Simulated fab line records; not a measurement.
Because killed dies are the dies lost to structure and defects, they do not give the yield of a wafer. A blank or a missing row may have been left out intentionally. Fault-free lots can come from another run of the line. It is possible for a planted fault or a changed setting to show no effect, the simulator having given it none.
fab line records    flow sky130
[record] lots = 6  wafers = 18  last_day = 49
route steps=708 shown RES_XHIGH@339 SD_N@342 SD_P@359 PAD_OPEN@708
lots that met no fault: from a run of the same line without faults
start_h: hours from the record's opening day to when the first of the lot's shown wafers began    wait_h: hours since the lot's step before    " identical to the entry in the row above    L1.1+2: one row covering several wafers at once    - no value, or no start was given    * or withheld: withheld    < > ~ a bound
route shown NAME@n: a module of which the file shows steps, and the number in the route of the first    usual: the fault-free wafers' mean and standard deviation    same: alike in all rows    chamber/n: place in a boat    sites: the reading at each site    _std_site: the standard deviation of these    _edge_site: the outer-site mean with the inner-site mean subtracted    radius_mm: how far each site lies from the wafer's centre    mask NAME#n: copy n    behind: the most recent tool/chamber to have shaped the wafer    hold: reason for holding the lot/hours on hold/outcome of the hold    device: the n, p or np transistor that did not switch    end of line: tests run on the same wafers once the route is complete    a step given without rows: its recipe and nothing more    killed: at the first sort, the dies lost to defects and structure; wafer yield is something else    map: dies across one wafer; x = killed, . = not, _ = none there
set.NAME: setting as actually run; set.NAME@STEP: the setting as run at that earlier step    model.NAME: the simulator's own value behind a step, which no gauge read
certain route steps with their lots: each step a table, each wafer a row
services: when a tool's chamber went out of use (start_h, in hours from the record's first day, below 0 if earlier), for how many hours, and the reason
[[steps]]
[step SKY_RES_XHIGH_IMPLANT_07]
[recipe] species = BF2  energy_kev = 20  dose_cm2 = 3.6e+14  tilt_deg = 0
[step SKY_RES_XHIGH_STRIP_08]
[recipe] chemistry = O2/N2  power_w = 1400  pressure_mtorr = 1500  platen_temp_c = withheld  o2_flow_sccm = 3000  n2_flow_sccm = 300  overash_fraction = 0.5
[usual] drypump_motor_current_A = 5.4/0.38  oes_product_au = 0.711/0.0048  strip_time_to_endpoint_s = 14.27/0.041
lot.wafer  tool             chamber  start_h  wait_h  drypump_motor_current_A  oes_product_au  rf_hours_counter_h  strip_time_to_endpoint_s
L335.1     plasma_asher-04  0        642.48   0.1     5.0                      0.722           83                  14.26
L335.4     "                0        "        "       5.0                      0.706           -                   14.24
L335.5     "                1        "        "       5.9                      0.713           -                   14.28
L342.2     plasma_asher-01  1        710.44   0.1     5.9                      0.713           55                  14.32
L342.5     "                1        "        "       5.8                      0.718           -                   14.30
L342.6     "                0        "        "       5.3                      0.705           -                   14.30
L344.1     plasma_asher-04  0        733.18   0.1     4.9                      0.718           89                  14.29
L344.3     "                0        "        "       4.9                      0.716           -                   14.29
L344.4     "                1        "        "       5.8                      0.714           -                   14.30
L345.1     plasma_asher-02  1        750.54   0.1     4.9                      0.706           1                   14.27
L345.3     "                0        "        "       5.0                      0.713           -                   14.27
L345.4     "                1        "        "       4.9                      0.708           -                   14.34
L349.2     plasma_asher-01  1        763.33   0.1     5.8                      0.707           60                  14.24
L349.4     "                1        "        "       5.8                      0.718           -                   14.24
L349.6     "                0        "        "       5.4                      0.719           -                   14.27
L351.2     plasma_asher-01  1        772.98   0.1     5.8                      0.712           61                  14.25
L351.5     "                0        "        "       5.3                      0.710           -                   14.24
L351.6     "                1        "        "       5.8                      0.706           -                   14.24
[step SKY_RES_XHIGH_TW_MEAS_09]
[usual] RES_XHIGH_TW = 1624/24
lot.wafer  tool           chamber  start_h  wait_h  RES_XHIGH_TW
L335.1     film_metro-04  -        642.58   0.1     1607
L335.4     "              -        "        "       1607
L335.5     "              -        "        "       1611
L342.2     film_metro-04  -        710.55   0.1     1605
L342.5     "              -        "        "       1603
L342.6     "              -        "        "       1611
L344.1     film_metro-04  -        733.28   0.1     1605
L344.3     "              -        "        "       1602
L344.4     "              -        "        "       1609
L345.1     film_metro-04  -        750.64   0.1     1601
L345.3     "              -        "        "       1600
L345.4     "              -        "        "       1593
L349.2     film_metro-01  -        763.44   0.1     1645
L349.4     "              -        "        "       1644
L349.6     "              -        "        "       1641
L351.2     film_metro-04  -        773.09   0.1     1605
L351.5     "              -        "        "       1597
L351.6     "              -        "        "       1600
[step SKY_SD_N_DEHYDRATE_00]
[recipe] temp_c = 200  time_s = 60
[step SKY_SD_N_HMDS_01]
[recipe] prime_time_s = 60  prime_temp_c = 120
[step SKY_SD_N_COAT_02]
[recipe] resist = NOVOLAK  spin_rpm = 3000  resist_thk_nm = 1140
[step SKY_SD_N_SOFTBAKE_03]
[recipe] temp_c = 90  time_s = 60  resist = NOVOLAK
[step SKY_SD_N_EXPOSE_04]
[recipe] mask_id = NSDM  na = 0.6  source_shape = conventional  sigma_outer = 0.6  polarization = unpolarized  target_cd_nm = 380  dose_mj = 141
[step SKY_SD_N_PEB_05]
[recipe] temp_c = withheld  time_s = *  resist = NOVOLAK
[step SKY_SD_N_DEVELOP_06]
[recipe] resist = NOVOLAK  developer = TMAH  develop_time_s = 60  dev_temp_c = 23
[step SKY_SD_N_CD_MEAS_07]
[recipe] target_cd_nm = 380
[usual] cd_nm = 380.2/2.4
lot.wafer  tool       chamber  start_h  wait_h  cd_nm
L335.1     cd_sem-02  -        671.03   0.1     382.6
L335.4     "          -        "        "       382.6
L335.5     "          -        "        "       383.0
L342.2     cd_sem-02  -        737.48   0.1     379.1
L342.5     "          -        "        "       381.4
L342.6     "          -        "        "       379.0
L344.1     cd_sem-02  -        760.82   0.2     378.9
L344.3     "          -        "        "       379.2
L344.4     "          -        "        "       381.2
L345.1     cd_sem-01  -        776.64   0.1     375.8
L345.3     "          -        "        "       375.8
L345.4     "          -        "        "       375.5
L349.2     cd_sem-01  -        789.08   0.2     377.5
L349.4     "          -        "        "       379.7
L349.6     "          -        "        "       378.7
L351.2     cd_sem-02  -        799.75   0.1     378.4
L351.5     "          -        "        "       376.7
L351.6     "          -        "        "       380.4
[step SKY_SD_N_OVL_MEAS_08]
[usual] SD_N_OVL = -0.6/1.6
lot.wafer  tool        chamber  start_h  wait_h  SD_N_OVL[nm]
L335.1     overlay-02  -        671.15   0.1     -1.3
L335.4     "           -        "        "       -1.5
L335.5     "           -        "        "       -1.9
L342.2     overlay-01  -        737.58   0.1     0.3
L342.5     "           -        "        "       0.0
L342.6     "           -        "        "       0.6
L344.1     overlay-02  -        760.94   0.1     -0.1
L344.3     "           -        "        "       -0.3
L344.4     "           -        "        "       1.8
L345.1     overlay-01  -        776.76   0.1     0.3
L345.3     "           -        "        "       -0.3
L345.4     "           -        "        "       0.5
L349.2     overlay-01  -        789.19   0.1     0.2
L349.4     "           -        "        "       1.6
L349.6     "           -        "        "       1.8
L351.2     overlay-01  -        799.86   0.1     -0.4
L351.5     "           -        "        "       -2.3
L351.6     "           -        "        "       -1.8
[step SKY_SD_N_IMPLANT_09]
[recipe] species = As  energy_kev = 50  dose_cm2 = 4e+15  tilt_deg = 0
[usual] dose_ions_cm2 = 3.999e+15/4.7e+12  end_station_pressure_torr = 1.33e-05/1.8e-06
lot.wafer  tool          chamber  start_h  wait_h  dose_ions_cm2  end_station_pressure_torr
L335.1     implanter-03  0        671.19   0.0     3.984e+15      1.11e-05
L335.4     "             0        "        "       4e+15          1.14e-05
L335.5     "             0        "        "       3.996e+15      1.13e-05
L342.2     implanter-01  0        737.64   0.0     3.992e+15      1.52e-05
L342.5     "             0        "        "       3.996e+15      1.57e-05
L342.6     "             0        "        "       4.003e+15      1.6e-05
L344.1     implanter-01  0        760.98   0.0     3e+15          1.75e-05
L344.3     "             0        "        "       3.004e+15      1.58e-05
L344.4     "             0        "        "       3e+15          1.62e-05
L345.1     implanter-01  0        776.79   0.0     2.997e+15      1.49e-05
L345.3     "             0        "        "       2.998e+15      1.66e-05
L345.4     "             0        "        "       2.99e+15       1.56e-05
L349.2     implanter-04  0        789.24   0.0     4e+15          1.3e-05
L349.4     "             0        "        "       3.997e+15      1.26e-05
L349.6     "             0        "        "       3.993e+15      1.28e-05
L351.2     implanter-04  0        799.91   0.0     3.999e+15      1.3e-05
L351.5     "             0        "        "       3.999e+15      1.27e-05
L351.6     "             0        "        "       3.996e+15      1.35e-05
[step SKY_SD_N_IMPLANT_10]
[recipe] species = P  energy_kev = 20  dose_cm2 = 1e+14  tilt_deg = 0
[step SKY_SD_N_STRIP_11]
[recipe] chemistry = O2/N2  power_w = 1400  pressure_mtorr = 1500  platen_temp_c = withheld  o2_flow_sccm = 3000  n2_flow_sccm = 300  overash_fraction = 0.5
[usual] drypump_motor_current_A = 5.5/0.37  oes_product_au = 0.528/0.0049  strip_time_to_endpoint_s = 22.56/0.037
lot.wafer  tool             chamber  start_h  wait_h  drypump_motor_current_A  oes_product_au  rf_hours_counter_h  strip_time_to_endpoint_s
L335.1     plasma_asher-01  1        671.49   0.1     5.8                      0.534           50                  22.58
L335.4     "                1        "        "       5.8                      0.536           -                   22.61
L335.5     "                0        "        "       5.3                      0.527           -                   22.59
L342.2     plasma_asher-01  0        737.91   0.1     5.3                      0.530           58                  22.53
L342.5     "                0        "        "       5.3                      0.531           -                   22.53
L342.6     "                1        "        "       5.8                      0.526           -                   22.53
L344.1     plasma_asher-01  1        761.28   0.1     5.8                      0.546           60                  21.59
L344.3     "                1        "        "       5.8                      0.549           -                   21.58
L344.4     "                0        "        "       5.3                      0.531           -                   21.63
L345.1     plasma_asher-01  0        777.09   0.1     5.4                      0.539           62                  21.54
L345.3     "                0        "        "       5.3                      0.547           -                   21.56
L345.4     "                1        "        "       5.8                      0.554           -                   21.62
L349.2     plasma_asher-01  0        789.52   0.1     5.4                      0.535           63                  22.58
L349.4     "                0        "        "       5.3                      0.530           -                   22.54
L349.6     "                1        "        "       5.8                      0.530           -                   22.58
L351.2     plasma_asher-01  1        800.19   0.1     5.8                      0.528           64                  22.51
L351.5     "                0        "        "       5.3                      0.540           -                   22.51
L351.6     "                1        "        "       5.8                      0.530           -                   22.47
[step SKY_SD_N_TW_MEAS_12]
[usual] SD_N_TW = 3948/64
lot.wafer  tool           chamber  start_h  wait_h  SD_N_TW
L335.1     film_metro-04  -        671.59   0.1     3878
L335.4     "              -        "        "       3866
L335.5     "              -        "        "       3880
L342.2     film_metro-03  -        738.02   0.1     3984
L342.5     "              -        "        "       3999
L342.6     "              -        "        "       4007
L344.1     film_metro-03  -        761.38   0.1     4042
L344.3     "              -        "        "       4051
L344.4     "              -        "        "       4031
L345.1     film_metro-01  -        777.19   0.1     3949
L345.3     "              -        "        "       3946
L345.4     "              -        "        "       3946
L349.2     film_metro-04  -        789.63   0.1     3916
L349.4     "              -        "        "       3912
L349.6     "              -        "        "       3928
L351.2     film_metro-04  -        800.30   0.1     3871
L351.5     "              -        "        "       3866
L351.6     "              -        "        "       3892
[step SKY_SD_N_CLEAN_13]
[recipe] chemistry = SC1/SC2  mix = 1:4:20  temp_c = 70  time_s = 150  dry = n2_spin
[step SKY_SD_N_RTA_14]
[recipe] temp_c = 1075  time_s = 2  idle_temp_c = 650  ramp_up_c_per_s = 150  ramp_down_c_per_s = 90  ambient = N2
[usual] chamber_o2_ppm = 2.007/0.02  lamp_power_pct = 15.74/0.057  wafer_temp_C_max = 1078.1/1.3
lot.wafer  tool           chamber  start_h  wait_h  chamber_o2_ppm  lamp_power_pct  wafer_temp_C_max
L335.1     rtp_anneal-01  0        671.70   0.0     2.003           15.76           1077.6
L335.4     "              0        "        "       2.028           15.73           1079.9
L335.5     "              0        "        "       2.009           15.71           1077.1
L342.2     rtp_anneal-02  0        738.14   0.0     2.041           15.77           1079.0
L342.5     "              0        "        "       2.070           15.67           1078.0
L342.6     "              0        "        "       2.012           15.69           1078.4
L344.1     rtp_anneal-02  0        761.49   0.0     1.988           15.75           1077.4
L344.3     "              0        "        "       1.970           15.71           1077.0
L344.4     "              0        "        "       2.009           15.68           1076.5
L345.1     rtp_anneal-01  0        777.30   0.0     1.997           15.72           1080.5
L345.3     "              0        "        "       2.011           15.67           1079.4
L345.4     "              0        "        "       2.020           15.70           1077.8
L349.2     rtp_anneal-01  0        789.74   0.0     2.010           15.71           1079.1
L349.4     "              0        "        "       2.013           15.68           1076.1
L349.6     "              0        "        "       1.974           15.68           1078.8
L351.2     rtp_anneal-01  0        800.41   0.0     2.016           15.79           1076.9
L351.5     "              0        "        "       2.007           15.83           1077.0
L351.6     "              0        "        "       2.018           15.80           1077.5
[step SKY_SD_N_RS_MEAS_16]
[recipe] thk_meas_gauge = four-point-probe
[usual] SD_N_RS = 68.56/0.1
lot.wafer  tool           chamber  start_h  wait_h  SD_N_RS[ohm/sq]
L335.1     film_metro-03  -        671.87   0.1     68.55
L335.4     "              -        "        "       68.53
L335.5     "              -        "        "       68.42
L342.2     film_metro-01  -        738.32   0.1     68.64
L342.5     "              -        "        "       68.66
L342.6     "              -        "        "       68.58
L344.1     film_metro-01  -        761.66   0.1     71.19
L344.3     "              -        "        "       71.34
L344.4     "              -        "        "       71.04
L345.1     film_metro-04  -        777.48   0.1     71.40
L345.3     "              -        "        "       71.46
L345.4     "              -        "        "       71.29
L349.2     film_metro-03  -        789.93   0.1     68.57
L349.4     "              -        "        "       68.57
L349.6     "              -        "        "       68.52
L351.2     film_metro-03  -        800.59   0.1     68.58
L351.5     "              -        "        "       68.63
L351.6     "              -        "        "       68.59
[step SKY_SD_N_RS_MEAS_17]
[recipe] thk_meas_gauge = four-point-probe
[usual] SD_P_RS = 147.1/0.35
lot.wafer  tool           chamber  start_h  wait_h  SD_P_RS[ohm/sq]
L335.1     film_metro-03  -        671.99   0.1     146.9
L335.4     "              -        "        "       146.9
L335.5     "              -        "        "       147.1
L342.2     film_metro-01  -        738.44   0.1     147.8
L342.5     "              -        "        "       147.6
L342.6     "              -        "        "       147.1
L344.1     film_metro-01  -        761.78   0.1     146.8
L344.3     "              -        "        "       147.2
L344.4     "              -        "        "       147.4
L345.1     film_metro-04  -        777.60   0.1     147.1
L345.3     "              -        "        "       147.4
L345.4     "              -        "        "       147.2
L349.2     film_metro-03  -        790.05   0.1     147.3
L349.4     "              -        "        "       146.9
L349.6     "              -        "        "       146.6
L351.2     film_metro-03  -        800.71   0.1     146.9
L351.5     "              -        "        "       147.1
L351.6     "              -        "        "       146.8
[step SKY_PAD_OPEN_PROBE_99]
[usual] killed_at_M0_to_M3 = 43/6.5  killed_at_M4_up = 3.1/1.8  killed_at_contacts = 24/4.8  killed_at_front_end = 15/4.7  killed_at_other = 0.3/0.58  killed_dies = 86/8.6  killed_open = 47/6.7  killed_short = 39/6.1
[same] gross_dies = 492  killed_at_back_side = 0
lot.wafer  tool       chamber  start_h  wait_h  killed_at_M0_to_M3  killed_at_M4_up  killed_at_contacts  killed_at_front_end  killed_at_other  killed_dies  killed_open  killed_short  model.etest.res_ndiff.line_ohm_um  model.etest.sonos_uncharged.r_on_ohm_um  model.etest.licon_ndiff.rc_ohm  model.etest.res_ndiff_hv.rs_ohm_sq  model.etest.res_ndiff.rs_ohm_sq
L335.1     prober-01  -        1095.91  0.1     35                  3                27                  22                   0                87           49           38            784.7                              836.5                                    174.2                           117                                 122.9
L335.4     prober-01  -        1096.06  0.2     41                  2                29                  11                   1                84           39           45            782                                821.6                                    177.7                           116.2                               122.7
L335.5     prober-01  -        1096.11  0.2     37                  1                31                  18                   0                87           45           42            780.6                              827.2                                    174.7                           115.9                               122.7
L342.2     prober-01  -        1137.48  0.1     43                  3                15                  26                   1                88           48           40            759.8                              802.6                                    172.8                           113.8                               120.2
L342.5     prober-01  -        1137.63  0.2     38                  1                23                  20                   1                83           45           38            763.3                              794.2                                    174.7                           113.7                               120.9
L342.6     prober-01  -        1137.68  0.2     47                  0                22                  13                   0                82           51           31            760                                806.3                                    176.5                           113.7                               119.2
L344.1     prober-02  -        1157.07  0.1     31                  2                22                  22                   0                77           41           36            801.4                              816.1                                    178.3                           120.6                               125.4
L344.3     prober-02  -        1157.17  0.2     46                  2                36                  20                   2                106          64           42            816                                832.1                                    189.1                           121.8                               126.4
L344.4     prober-02  -        1157.22  0.2     43                  5                29                  20                   0                97           45           52            803.4                              823.3                                    186.3                           119.8                               124.3
L345.1     prober-01  -        1168.70  0.1     43                  3                24                  10                   0                80           44           36            793.1                              827.4                                    193.3                           121.4                               126.5
L345.3     prober-01  -        1168.80  0.2     39                  3                22                  6                    2                72           36           36            787.5                              812.1                                    197.5                           120.8                               127.1
L345.4     prober-01  -        1168.85  0.2     59                  2                23                  12                   0                96           54           42            806.2                              846.1                                    201.1                           120.8                               128
L349.2     prober-02  -        1177.05  0.1     40                  3                24                  10                   0                77           43           34            746.8                              802.9                                    177.5                           111.3                               116.6
L349.4     prober-02  -        1177.15  0.2     38                  2                30                  17                   0                87           52           35            743.3                              803.8                                    181.1                           111.9                               117.9
L349.6     prober-02  -        1177.25  0.2     43                  6                25                  9                    1                84           36           48            744.9                              810                                      184.2                           112.1                               116.7
L351.2     prober-02  -        1183.77  0.1     44                  7                36                  11                   1                99           61           38            754.2                              792.8                                    185.6                           113.9                               120.7
L351.5     prober-02  -        1183.92  0.2     40                  5                16                  9                    0                70           37           33            760.3                              801.1                                    180.3                           114.3                               119.7
L351.6     prober-02  -        1183.97  0.2     52                  2                22                  11                   0                87           46           41            770.7                              805                                      183.6                           114.4                               120.4
// killed by level:class
L335.1 VIA1:geometric_particle:open=15 CONTACT:geometric_particle:open=13 FIELD_ISO:geometric_particle:short=6 POLY_GATE:geometric_particle:open=6 METAL1:geometric_particle:short=5 LI_CONTACT:geometric_particle:open=4 LOCAL_INTERCONNECT:geometric_particle:short=4 CONTACT:geometric_particle:short=4
L335.4 LI_CONTACT:geometric_particle:open=9 VIA1:geometric_particle:open=7 CONTACT:geometric_particle:open=7 METAL1:geometric_particle:short=7 VIA3:geometric_particle:open=6 LI_CONTACT:geometric_particle:short=5 CONTACT:geometric_particle:short=5 FIELD_ISO:geometric_particle:short=4
L335.5 LI_CONTACT:geometric_particle:open=12 CONTACT:geometric_particle:open=10 VIA1:geometric_particle:open=9 FIELD_ISO:geometric_particle:short=6 METAL1:geometric_particle:short=6 VIA1:geometric_particle:short=6 LI_CONTACT:geometric_particle:short=5 POLY_GATE:geometric_particle:short=4
L342.2 VIA1:geometric_particle:open=9 FIELD_ISO:geometric_particle:short=8 VIA2:geometric_particle:open=7 CONTACT:geometric_particle:open=6 METAL3:geometric_particle:short=6 VIA1:geometric_particle:short=5 VIA3:geometric_particle:open=5 FIELD_ISO:geometric_particle:open=4
L342.5 VIA1:geometric_particle:open=13 CONTACT:geometric_particle:open=8 LI_CONTACT:geometric_particle:open=5 LOCAL_INTERCONNECT:geometric_particle:short=5 METAL2:geometric_particle:short=5 FIELD_ISO:geometric_particle:short=4 FIELD_ISO:geometric_particle:open=4 POLY_GATE:geometric_particle:short=4
L342.6 CONTACT:geometric_particle:open=10 VIA1:geometric_particle:open=10 VIA2:geometric_particle:open=8 LI_CONTACT:geometric_particle:open=6 METAL1:geometric_particle:short=6 METAL2:geometric_particle:short=6 VIA3:geometric_particle:open=6 VIA1:geometric_particle:short=5
L344.1 LI_CONTACT:geometric_particle:open=11 POLY_GATE:geometric_particle:short=9 METAL1:geometric_particle:short=7 VIA2:geometric_particle:open=7 CONTACT:geometric_particle:open=7 FIELD_ISO:geometric_particle:short=6 VIA1:geometric_particle:open=6 FIELD_ISO:geometric_particle:open=3
L344.3 VIA1:geometric_particle:open=18 LI_CONTACT:geometric_particle:open=11 CONTACT:geometric_particle:open=10 VIA2:geometric_particle:open=7 POLY_GATE:geometric_particle:open=5 METAL2:geometric_particle:short=5 CONTACT:geometric_particle:short=5 METAL1:geometric_particle:short=5
L344.4 CONTACT:geometric_particle:open=9 METAL1:geometric_particle:short=8 LOCAL_INTERCONNECT:geometric_particle:short=6 VIA1:geometric_particle:open=6 METAL2:geometric_particle:short=6 POLY_GATE:geometric_particle:short=5 VIA2:geometric_particle:short=5 VIA2:geometric_particle:open=5
L345.1 VIA1:geometric_particle:open=16 CONTACT:geometric_particle:open=9 VIA1:geometric_particle:short=8 LI_CONTACT:geometric_particle:open=6 POLY_GATE:geometric_particle:short=5 CONTACT:geometric_particle:short=4 METAL2:geometric_particle:short=4 VIA2:geometric_particle:open=4
L345.3 VIA1:geometric_particle:open=9 CONTACT:geometric_particle:open=7 METAL2:geometric_particle:short=6 CONTACT:geometric_particle:short=6 VIA3:geometric_particle:open=6 LI_CONTACT:geometric_particle:open=5 METAL1:geometric_particle:short=5 VIA1:geometric_particle:short=5
L345.4 CONTACT:geometric_particle:open=14 VIA2:geometric_particle:open=12 VIA1:geometric_particle:open=11 VIA1:geometric_particle:short=8 VIA3:geometric_particle:short=6 METAL3:geometric_particle:short=5 VIA3:geometric_particle:open=4 VIA2:geometric_particle:short=4
L349.2 VIA1:geometric_particle:open=16 CONTACT:geometric_particle:open=10 METAL2:geometric_particle:short=7 LOCAL_INTERCONNECT:geometric_particle:short=5 FIELD_ISO:geometric_particle:open=4 CONTACT:geometric_particle:short=4 METAL3:geometric_particle:short=4 VIA3:geometric_particle:open=4
L349.4 LI_CONTACT:geometric_particle:open=10 VIA1:geometric_particle:open=10 POLY_GATE:geometric_particle:open=7 LI_CONTACT:geometric_particle:short=6 CONTACT:geometric_particle:open=6 METAL1:geometric_particle:open=5 VIA2:geometric_particle:open=4 LOCAL_INTERCONNECT:geometric_particle:short=4
L349.6 METAL2:geometric_particle:short=9 CONTACT:geometric_particle:open=8 VIA3:geometric_particle:open=8 METAL1:geometric_particle:short=7 LI_CONTACT:geometric_particle:short=5 METAL4:geometric_particle:short=5 LOCAL_INTERCONNECT:geometric_particle:short=5 VIA1:geometric_particle:open=5
L351.2 VIA2:geometric_particle:open=14 LI_CONTACT:geometric_particle:open=11 CONTACT:geometric_particle:open=10 CONTACT:geometric_particle:short=7 METAL1:geometric_particle:short=6 VIA1:geometric_particle:open=6 VIA3:geometric_particle:open=5 FIELD_ISO:geometric_particle:open=4
L351.5 METAL1:geometric_particle:short=12 VIA1:geometric_particle:open=8 FIELD_ISO:geometric_particle:open=5 CONTACT:geometric_particle:open=5 LOCAL_INTERCONNECT:geometric_particle:short=4 VIA2:geometric_particle:open=4 METAL4:geometric_particle:short=4 LI_CONTACT:geometric_particle:open=3
L351.6 VIA1:geometric_particle:open=12 CONTACT:geometric_particle:open=8 METAL3:geometric_particle:short=6 VIA3:geometric_particle:open=6 LI_CONTACT:geometric_particle:open=5 VIA2:geometric_particle:open=5 CONTACT:geometric_particle:short=4 METAL2:geometric_particle:short=4
[[services]]
tool             chamber  start_h  hours  kind
plasma_asher-02  -        639.31   1.4    repair
implanter-04     -        640.16   1.8    repair
implanter-01     -        648.37   0.7    repair
implanter-03     -        651.59   6.1    pm
rtp_anneal-01    -        655.94   1.2    pm
implanter-03     -        660.09   3.6    repair
plasma_asher-04  -        677.54   28.1   pm
implanter-01     -        685.99   1.6    repair
implanter-03     -        704.05   3.9    repair
plasma_asher-02  -        714.43   14.6   pm
plasma_asher-02  -        733.77   9.0    pm
plasma_asher-02  0        733.77   9.0    vent_cycle
plasma_asher-02  1        733.77   9.0    vent_cycle
implanter-01     -        740.46   4.2    repair
plasma_asher-02  0        742.77   -      clean
plasma_asher-02  1        742.77   -      clean
plasma_asher-01  -        746.33   2.8    pm
plasma_asher-04  -        750.63   2.5    repair
implanter-04     -        769.42   10.6   pm
implanter-04     -        782.27   2.6    pm
implanter-03     -        799.53   3.8    pm
[[key]]
[first_sign] step = SKY_SD_N_IMPLANT_09  reading = dose_ions_cm2  direction = down  sigmas = 99+  usual = *  struck = *
[effect] step = SKY_SD_N_STRIP_11  reading = strip_time_to_endpoint_s  direction = down  sigmas = 26  usual = *  struck = *
[effect] step = SKY_SD_N_RS_MEAS_16  reading = SD_N_RS  direction = up  sigmas = 27  usual = 68.56  struck = 71.29
[model_effect] step = SKY_PAD_OPEN_PROBE_99  value = etest.res_ndiff.line_ohm_um  without = 751.9  struck = 801.3
met_at SKY_SD_N_IMPLANT_09
struck_wafers L344.1,L344.3,L344.4,L345.1,L345.3,L345.4
tester_left_out L344,L345
onset_between 737.64 760.98
[fault] kind = process_parameter_drift  tool = implanter-01  chamber = -  onset_h = 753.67  steps = SKY_SD_N_IMPLANT_09  channel = dose_cm2  offset = *  shape = step  end_h = 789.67  acts_in = *  stated = *
// tester_left_out: of these lots the tester's yield and bins aren't shown, on N5 and GAA mostly nor the transistor test; their killed dies are dies lost to structure and defects alone, not to doping, threshold or leakage, so they don't give the yield
